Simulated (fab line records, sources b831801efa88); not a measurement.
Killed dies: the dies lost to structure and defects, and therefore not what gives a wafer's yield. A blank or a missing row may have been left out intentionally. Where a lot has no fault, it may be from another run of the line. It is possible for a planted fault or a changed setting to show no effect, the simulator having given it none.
The tool behind it: which one? :: flow gf180mcu :: 11 lots with 33 wafers sampled at 4 steps, on a route of 602 steps

WHAT THE GAUGES SHOWED, per wafer
GF_PSD_RS_MEAS_14: measurement is done with a four-point probe.
lot: L718
measured: day 14 05:29
on: film_metro-03
NSD_RS (ohm/sq): 46.11 46.11 46.19

lot: L719
measured: day 14 10:47
on: film_metro-04
NSD_RS (ohm/sq): 46.07 46.10 46.13

lot: L720
measured: day 14 22:14
on: film_metro-03
NSD_RS (ohm/sq): 46.10 46.19 46.16

lot: L725
measured: day 16 16:40
on: film_metro-04
NSD_RS (ohm/sq): 46.20 46.17 46.18

lot: L728
measured: day 17 18:57
on: film_metro-02
NSD_RS (ohm/sq): 44.71 44.62 44.69

lot: L729
measured: day 18 00:37
on: film_metro-04
NSD_RS (ohm/sq): 44.87 44.84 44.87

lot: L735
measured: day 20 08:10
on: film_metro-02
NSD_RS (ohm/sq): 45.96 46.05 46.04

lot: L736
measured: day 20 19:41
on: film_metro-03
NSD_RS (ohm/sq): 46.01 46.09 46.06

lot: L737
measured: day 21 06:46
on: film_metro-03
NSD_RS (ohm/sq): 46.03 46.08 46.14

lot: L740
measured: day 22 03:28
on: film_metro-04
NSD_RS (ohm/sq): 46.14 46.05 46.14

lot: L741
measured: day 22 04:47
on: film_metro-03
NSD_RS (ohm/sq): 46.22 46.14 46.19

TOOL THAT RAN EACH LOT (tool first, then ch and the chambers of the sampled wafers, then the start)
lot: L718
GF_LVPWELL_STRIP_10: plasma_asher-02 ch 1, day 3 22:38
GF_NSD_IMPLANT_09: implanter-04 ch 0, day 13 08:58
GF_NSD_STRIP_11: plasma_asher-04 ch 0,1, day 13 09:16

lot: L719
GF_LVPWELL_STRIP_10: plasma_asher-03 ch 0,1, day 4 03:44
GF_NSD_IMPLANT_09: implanter-04 ch 0, day 13 14:37
GF_NSD_STRIP_11: plasma_asher-01 ch 0,1, day 13 14:55

lot: L720
GF_LVPWELL_STRIP_10: plasma_asher-03 ch 0,1, day 4 08:13
GF_NSD_IMPLANT_09: implanter-02 ch 0, day 14 00:59
GF_NSD_STRIP_11: plasma_asher-04 ch 0,1, day 14 01:17

lot: L725
GF_LVPWELL_STRIP_10: plasma_asher-03 ch 0,1, day 5 12:53
GF_NSD_IMPLANT_09: implanter-04 ch 0, day 15 17:04
GF_NSD_STRIP_11: plasma_asher-03 ch 0,1, day 15 17:22

lot: L728
GF_LVPWELL_STRIP_10: plasma_asher-03 ch 0,1, day 6 06:38
GF_NSD_IMPLANT_09: implanter-04 ch 0, day 16 19:27
GF_NSD_STRIP_11: plasma_asher-04 ch 0,1, day 16 19:44

lot: L729
GF_LVPWELL_STRIP_10: plasma_asher-03 ch 0,1, day 6 10:17
GF_NSD_IMPLANT_09: implanter-04 ch 0, day 17 00:22
GF_NSD_STRIP_11: plasma_asher-04 ch 0,1, day 17 00:39

lot: L735
GF_LVPWELL_STRIP_10: plasma_asher-01 ch 0,1, day 7 20:04
GF_NSD_IMPLANT_09: implanter-01 ch 0, day 19 07:26
GF_NSD_STRIP_11: plasma_asher-03 ch 0,1, day 19 07:44

lot: L736
GF_LVPWELL_STRIP_10: plasma_asher-01 ch 0,1, day 8 02:32
GF_NSD_IMPLANT_09: implanter-04 ch 0, day 19 18:28
GF_NSD_STRIP_11: plasma_asher-03 ch 0,1, day 19 18:44

lot: L737
GF_LVPWELL_STRIP_10: plasma_asher-02 ch 0,1, day 8 07:25
GF_NSD_IMPLANT_09: implanter-04 ch 0, day 20 05:53
GF_NSD_STRIP_11: plasma_asher-04 ch 0,1, day 20 06:10

lot: L740
GF_LVPWELL_STRIP_10: plasma_asher-03 ch 0,1, day 9 01:04
GF_NSD_IMPLANT_09: implanter-04 ch 0, day 21 03:28
GF_NSD_STRIP_11: plasma_asher-04 ch 0, day 21 03:44

lot: L741
GF_LVPWELL_STRIP_10: plasma_asher-03 ch 0,1, day 9 05:52
GF_NSD_IMPLANT_09: implanter-04 ch 0, day 21 04:44
GF_NSD_STRIP_11: plasma_asher-03 ch 1, day 21 05:02
- GF_LVPWELL_STRIP_10: strips in O2/N2.
- GF_NSD_IMPLANT_09
- GF_NSD_STRIP_11: strips in O2/N2.

THE ANSWER, worked out from the rows above alone
Rule: usual is defined by the lots themselves. The widest of any qualifying gaps counts: lots, ordered by their means at a reading, are off when they make up no more than a third of the lots, leave a main group of 4 or more, and stand apart from it by 3 or more times the standard deviation of that group's means. A main group is skipped when, at the precision printed for the reading in the tables above, its means are all equal. Also off: a lot with no number at a reading for which 4 or more lots have one. All remaining lots with rows at the step are treated as sound.
Off: L728, L729, seen at GF_PSD_RS_MEAS_14 (NSD_RS). The main group has a mean of 46.11 ohm/sq with a standard deviation of 0.053.
If a tool, at a process step before that reading, ran all the lots that are off and no sound lot after the first of them, it fits. Those tools and the gauges at GF_PSD_RS_MEAS_14 are tried in the same way. No candidate that was tried fits.

WHAT THE SIMULATOR HAD INSERTED
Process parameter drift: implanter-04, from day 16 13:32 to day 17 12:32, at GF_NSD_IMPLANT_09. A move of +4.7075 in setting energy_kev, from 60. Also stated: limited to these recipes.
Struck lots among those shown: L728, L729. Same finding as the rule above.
